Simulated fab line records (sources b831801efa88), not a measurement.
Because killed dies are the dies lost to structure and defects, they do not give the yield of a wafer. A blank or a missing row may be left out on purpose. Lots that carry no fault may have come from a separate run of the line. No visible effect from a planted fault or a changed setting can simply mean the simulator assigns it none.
fab line records    flow sky130
record: lots: 13  wafers: 39  last-day: 50
route steps=708 shown CAP2M@603 VIA4@641 PAD_OPEN@708
lots that met no fault: taken from a fault-free run of the same line
start-h: start of the lot's first displayed wafer, in hours after the record's first day    wait-h: how many hours have passed since the lot's step before this one    " same as the row above    L1.1+2: a single row standing in for several wafers    - no value present, or no start provided    * or withheld: withheld    < > ~ a bound
route shown NAME@n: a module of which the file shows steps, and the number in the route of the first    usual: mean/standard deviation taken from wafers without a fault    same: alike in all rows    chamber/n: place in a boat    sites: readings site by site    _std_site: the standard deviation of these    _edge_site: the outer-site mean with the inner-site mean subtracted    radius-mm: for every site, how far away it sits from the centre of the wafer    mask NAME#n: copy n    behind: the last tool/chamber to shape the wafer    hold: reason for holding the lot/hours on hold/outcome of the hold    device: names the non-switching transistor (n, p or np)    end of line: at the end of the route, the tests of the same wafers    step lacking rows: just its recipe    killed: count of dies lost to structure and defects at first sort (not the wafer's yield)    map: the dies of a wafer, with x for killed, . for not killed, _ for no die there
set.NAME: the setting as run; set.NAME@STEP: as run at that earlier step    model.NAME: the simulator's own value behind a step, which no gauge read
a sample of lots followed through the steps of the route, with each step as a table and each wafer as a row
services: from which hour (start-h, from the record's first day; less than 0 if before it) a tool's chamber was out of use, for how many hours, and why
== steps ==
step: SKY_CAP2M_CVD_00
recipe: material: SiO2  target-thk-nm: 15.5  temp-c: 400  time-s: withheld  rf-w: 450
usual: heater-power-w: 753/98  rf-fwd-power-W: 440.6/2.5
lot.wafer  tool      chamber  start-h  wait-h  heater-power-w  rf-fwd-power-W
L198.3     pecvd-03  2        937.47   0.0     646             438.6
L198.5     "         0        "        "       725             447.3
L198.6     "         2        "        "       659             437.3
L199.1     pecvd-03  2        946.61   0.0     658             439.0
L199.3     "         0        "        "       736             443.8
L199.4     "         1        "        "       899             442.9
L200.2     pecvd-02  2        955.61   0.0     832             441.1
L200.4     "         1        "        "       781             441.1
L200.6     "         2        "        "       884             439.5
L201.3     pecvd-01  2        960.04   0.0     627             437.9
L201.4     "         0        "        "       762             439.8
L201.5     "         1        "        "       917             441.3
L206.2     pecvd-03  2        990.91   0.0     618             438.7
L206.3     "         0        "        "       759             444.7
L206.4     "         1        "        "       741             443.2
L209.3     pecvd-01  0        1015.40  0.0     734             438.4
L209.5     "         0        "        "       736             438.9
L209.6     "         1        "        "       878             443.3
L212.2     pecvd-03  0        1033.02  0.0     746             445.7
L212.4     "         1        "        "       836             442.8
L212.6     "         0        "        "       735             448.2
L213.1     pecvd-02  1        1035.10  0.0     772             441.2
L213.2     "         0        "        "       548             437.4
L213.4     "         1        "        "       747             438.6
L214.2     pecvd-02  1        1048.22  0.0     805             438.7
L214.4     "         1        "        "       789             439.7
L214.6     "         2        "        "       873             439.7
L216.1     pecvd-02  2        1061.47  0.0     884             440.9
L216.5     "         1        "        "       716             439.4
L216.6     "         2        "        "       881             439.1
L217.1     pecvd-03  1        1064.17  0.0     889             442.6
L217.3     "         2        "        "       737             437.2
L217.4     "         2        "        "       713             438.5
L218.1     pecvd-01  1        1073.42  0.0     905             439.9
L218.4     "         1        "        "       918             441.3
L218.5     "         0        "        "       706             438.1
L219.1     pecvd-02  1        1076.36  0.0     777             438.9
L219.3     "         2        "        "       870             439.4
L219.4     "         0        "        "       627             438.0
step: SKY_CAP2M_OVL_MEAS_12
usual: CAP2M_OVL: -0.2/1.3
lot.wafer  tool        chamber  start-h  wait-h  CAP2M_OVL[nm]
L198.3     overlay-02  -        962.04   0.1     0.5
L198.5     "           -        "        "       -0.3
L198.6     "           -        "        "       -0.6
L199.1     overlay-01  -        970.99   0.1     -2.3
L199.3     "           -        "        "       -0.8
L199.4     "           -        "        "       -0.7
L200.2     overlay-01  -        980.13   0.1     0.9
L200.4     "           -        "        "       2.0
L200.6     "           -        "        "       2.7
L201.3     overlay-01  -        984.59   0.1     -0.8
L201.4     "           -        "        "       -0.6
L201.5     "           -        "        "       0.5
L206.2     overlay-01  -        1014.54  0.1     -1.6
L206.3     "           -        "        "       0.3
L206.4     "           -        "        "       -0.2
L209.3     overlay-02  -        1038.44  0.1     -0.8
L209.5     "           -        "        "       2.3
L209.6     "           -        "        "       -1.5
L212.2     overlay-02  -        1055.39  0.1     -1.2
L212.4     "           -        "        "       -0.5
L212.6     "           -        "        "       -1.5
L213.1     overlay-02  -        1057.83  0.1     -1.2
L213.2     "           -        "        "       0.1
L213.4     "           -        "        "       -1.0
L214.2     overlay-01  -        1069.74  0.1     2.9
L214.4     "           -        "        "       -0.1
L214.6     "           -        "        "       3.0
L216.1     overlay-01  -        1082.18  0.1     -0.9
L216.5     "           -        "        "       -2.3
L216.6     "           -        "        "       0.6
L217.1     overlay-01  -        1084.83  0.1     -2.0
L217.3     "           -        "        "       -1.1
L217.4     "           -        "        "       -3.6
L218.1     overlay-01  -        1093.49  0.1     -1.5
L218.4     "           -        "        "       -1.7
L218.5     "           -        "        "       -2.4
L219.1     overlay-01  -        1096.98  0.1     -2.8
L219.3     "           -        "        "       -1.2
L219.4     "           -        "        "       -1.0
step: SKY_VIA4_CMP_02
recipe: material: SiO2  down-force-psi: 4  platen-rpm: 60  pad-velocity-m-s: 0.94248
usual: motor-current-A: 11.6/0.77
lot.wafer  tool    chamber  start-h  wait-h  motor-current-A
L198.3     cmp-02  2        988.94   0.2     12.5
L198.5     "       3        "        "       11.0
L198.6     "       0        "        "       10.9
L199.3     cmp-02  0        997.75   0.3     11.1
L199.1     "       1        "        "       12.6
L199.4     "       2        "        "       12.3
L200.4     cmp-02  2        1006.02  0.1     11.8
L200.2     "       3        "        "       11.1
L200.6     "       0        "        "       11.1
L201.4     cmp-01  1        1010.26  0.0     11.3
L201.3     "       0        "        "       10.8
L201.5     "       2        "        "       12.8
L206.3     cmp-01  1        1039.45  0.0     11.2
L206.2     "       2        "        "       12.4
L206.4     "       0        "        "       11.6
L209.3     cmp-02  0        1062.25  0.2     10.7
L209.5     "       1        "        "       12.7
L209.6     "       2        "        "       11.9
L212.4     cmp-01  1        1078.26  0.1     11.7
L212.2     "       3        "        "       12.1
L212.6     "       0        "        "       10.1
L213.1     cmp-02  0        1081.18  0.1     10.9
L213.4     "       1        "        "       12.5
L213.2     "       2        "        "       12.4
L214.2     cmp-02  1        1092.95  0.1     13.1
L214.4     "       2        "        "       11.7
L214.6     "       3        "        "       11.0
L216.1     cmp-01  0        1104.49  0.1     10.2
L216.5     "       2        "        "       12.6
L216.6     "       3        "        "       11.0
L217.1     cmp-01  1        1107.22  0.1     11.5
L217.3     "       2        "        "       12.4
L217.4     "       0        "        "       10.4
L218.4     cmp-01  1        1115.37  0.0     11.4
L218.1     "       0        "        "       11.2
L218.5     "       2        "        "       13.2
L219.4     cmp-01  0        1119.26  0.3     10.7
L219.1     "       1        "        "       11.2
L219.3     "       2        "        "       12.3
step: SKY_VIA4_HMDS_05
recipe: prime-time-s: 60  prime-temp-c: 120
usual: prime-temp-c: 119.99/0.14
lot.wafer  tool            chamber  start-h  wait-h  prime-temp-c
L198.3     litho-track-03  0        1001.35  0.1     120.01
L198.5     "               0        "        "       120.11
L198.6     "               0        "        "       120.00
L199.1     litho-track-01  0        1009.43  0.1     120.11
L199.3     "               0        "        "       119.98
L199.4     "               0        "        "       120.02
L200.2     litho-track-01  0        1017.11  0.1     119.93
L200.4     "               0        "        "       119.84
L200.6     "               0        "        "       119.76
L201.3     litho-track-01  0        1021.43  0.1     119.87
L201.4     "               0        "        "       119.76
L201.5     "               0        "        "       119.81
L206.2     litho-track-01  0        1050.91  0.1     120.69
L206.3     "               0        "        "       120.81
L206.4     "               0        "        "       120.60
L209.3     litho-track-01  0        1072.83  0.1     120.87
L209.5     "               0        "        "       120.96
L209.6     "               0        "        "       120.97
L212.2     litho-track-02  0        1088.60  0.1     120.06
L212.4     "               0        "        "       120.03
L212.6     "               0        "        "       120.03
L213.1     litho-track-02  0        1091.38  0.1     120.00
L213.2     "               0        "        "       120.05
L213.4     "               0        "        "       120.02
L214.2     litho-track-03  0        1103.03  0.1     119.96
L214.4     "               0        "        "       120.08
L214.6     "               0        "        "       120.09
L216.1     litho-track-02  0        1114.13  0.1     119.85
L216.5     "               0        "        "       119.97
L216.6     "               0        "        "       119.87
L217.1     litho-track-02  0        1117.53  0.1     120.02
L217.3     "               0        "        "       119.88
L217.4     "               0        "        "       119.84
L218.1     litho-track-02  0        1124.83  0.1     119.89
L218.4     "               0        "        "       119.85
L218.5     "               0        "        "       119.97
L219.1     litho-track-03  0        1128.25  0.1     120.32
L219.3     "               0        "        "       120.20
L219.4     "               0        "        "       120.19
step: SKY_PAD_OPEN_PROBE_99
usual: defect-limited-yield: 82.6/1.9  killed_at_M0_to_M3: 43/7  killed_at_M4_up: 3.1/2  killed-at-contacts: 24/5.3  killed-at-front-end: 15/4.2  killed-at-other: 0.4/0.66  killed-dies: 86/9.5  killed-open: 47/7.4  killed-short: 38/6.2  sort_bin_3_pad_short: 0.9/0.44  sort_bin_5_function: 10.2/1.4  sort_bin_6_memory: 6.4/1.1  sort-n-pass: 406/9.5  sort-yield-pct: 82.6/1.9
same: gross-dies: 492  killed-at-back-side: 0  sort_bin_4_leakage[%]: 0  sort_bin_8_speed[%]: 0
lot.wafer  tool       chamber  start-h  wait-h  defect-limited-yield[%]  killed_at_M0_to_M3  killed_at_M4_up  killed-at-contacts  killed-at-front-end  killed-at-other  killed-dies  killed-open  killed-short  sort_bin_3_pad_short[%]  sort_bin_5_function[%]  sort_bin_6_memory[%]  sort-n-pass  sort-yield-pct[%]
L200.2     prober-02  -        1097.20  0.1     83.1                     32                  3                30                  18                   0                83           39           44            0.6                      10.0                    6.3                   409          83.1
L200.4     prober-02  -        1097.30  0.2     85.0                     40                  1                15                  17                   1                74           39           33            1.0                      8.5                     5.5                   418          85.0
L200.6     prober-02  -        1097.40  0.2     84.6                     49                  1                12                  13                   1                76           37           38            0.4                      9.1                     5.9                   416          84.6
L217.1     prober-02  -        1185.02  0.1     85.0                     31                  2                24                  16                   1                74           40           33            0.2                      9.6                     5.3                   418          85.0
L217.3     prober-02  -        1185.12  0.2     79.9                     47                  3                28                  20                   1                99           52           46            0.2                      10.8                    9.1                   393          79.9
L217.4     prober-02  -        1185.17  0.2     79.9                     51                  3                24                  21                   0                99           58           41            1.0                      11.6                    7.5                   393          79.9
killed by level:class
L200.2 CONTACT:geometric-particle:open=9 METAL1:geometric-particle:short=8 VIA1:geometric-particle:open=7 CONTACT:geometric-particle:short=6 FIELD_ISO:geometric-particle:open=5 LI_CONTACT:geometric-particle:open=5 METAL2:geometric-particle:short=5 LOCAL_INTERCONNECT:geometric-particle:short=5
L200.4 VIA1:geometric-particle:open=10 METAL1:geometric-particle:short=6 LI_CONTACT:geometric-particle:open=5 METAL2:geometric-particle:short=5 POLY_GATE:geometric-particle:open=4 FIELD_ISO:geometric-particle:open=4 POLY_GATE:geometric-particle:short=4 CONTACT:geometric-particle:open=4
L200.6 VIA3:geometric-particle:open=8 METAL2:geometric-particle:short=7 VIA1:geometric-particle:open=6 VIA2:geometric-particle:open=6 VIA2:geometric-particle:short=5 FIELD_ISO:geometric-particle:open=4 METAL1:geometric-particle:short=4 VIA1:geometric-particle:short=4
L217.1 CONTACT:geometric-particle:open=8 VIA2:geometric-particle:open=7 LOCAL_INTERCONNECT:geometric-particle:short=6 VIA1:geometric-particle:open=6 FIELD_ISO:geometric-particle:short=5 LI_CONTACT:geometric-particle:open=5 CONTACT:geometric-particle:short=5 VIA3:geometric-particle:open=5
L217.3 CONTACT:geometric-particle:open=10 LI_CONTACT:geometric-particle:open=9 VIA1:geometric-particle:open=9 POLY_GATE:geometric-particle:short=7 VIA3:geometric-particle:open=7 VIA1:geometric-particle:short=6 LOCAL_INTERCONNECT:geometric-particle:short=6 METAL2:geometric-particle:short=6
L217.4 VIA1:geometric-particle:open=12 LI_CONTACT:geometric-particle:open=8 VIA3:geometric-particle:open=8 VIA2:geometric-particle:open=7 FIELD_ISO:geometric-particle:open=6 VIA1:geometric-particle:short=6 CONTACT:geometric-particle:open=6 METAL1:geometric-particle:short=5
== services ==
tool      chamber  start-h  hours  kind
cmp-01    -        916.00   -      consumable-replace:conditioner
cmp-01    -        916.00   -      consumable-replace:pad
cmp-02    -        922.67   2.3    repair
pecvd-02  -        925.71   2.8    pm
cmp-01    -        937.43   5.5    repair
pecvd-02  -        944.98   3.3    repair
cmp-01    -        954.23   0.6    repair
cmp-02    -        960.55   1.3    repair
cmp-01    -        962.35   5.1    repair
pecvd-02  -        969.79   0.8    pm
cmp-01    -        995.16   5.8    pm
cmp-02    -        998.95   2.2    repair
cmp-01    -        1002.02  0.8    repair
cmp-01    -        1003.08  4.3    repair
cmp-01    -        1023.96  0.4    repair
pecvd-02  -        1071.81  4.5    repair
cmp-02    -        1084.23  4.0    pm
cmp-02    -        1088.23  -      consumable-replace:conditioner
pecvd-01  -        1090.34  1.6    repair
cmp-01    -        1090.79  0.5    repair
cmp-01    -        1090.97  4.5    repair
pecvd-01  -        1111.10  1.6    repair
cmp-02    -        1115.95  5.6    pm
cmp-02    -        1124.78  2.3    repair
== key ==
first-sign: step: SKY_VIA4_HMDS_05  reading: prime-temp-c  direction: up  sigmas: 5.8  usual: *  struck: *
effect none on later readings
met-at SKY_VIA4_HMDS_05
struck-lots L206,L209
not-acting-at SKY_CAP2M_CVD_00,SKY_CAP2M_OVL_MEAS_12,SKY_VIA4_CMP_02
onset-between 1021.43 1050.91
fault: kind: process-parameter-drift  tool: litho-track-01  chamber: -  onset-h: 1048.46  steps: SKY_VIA4_HMDS_05  channel: prime-temp-c  offset: *  shape: step  end-h: 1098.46  acts-in: *  stated: *
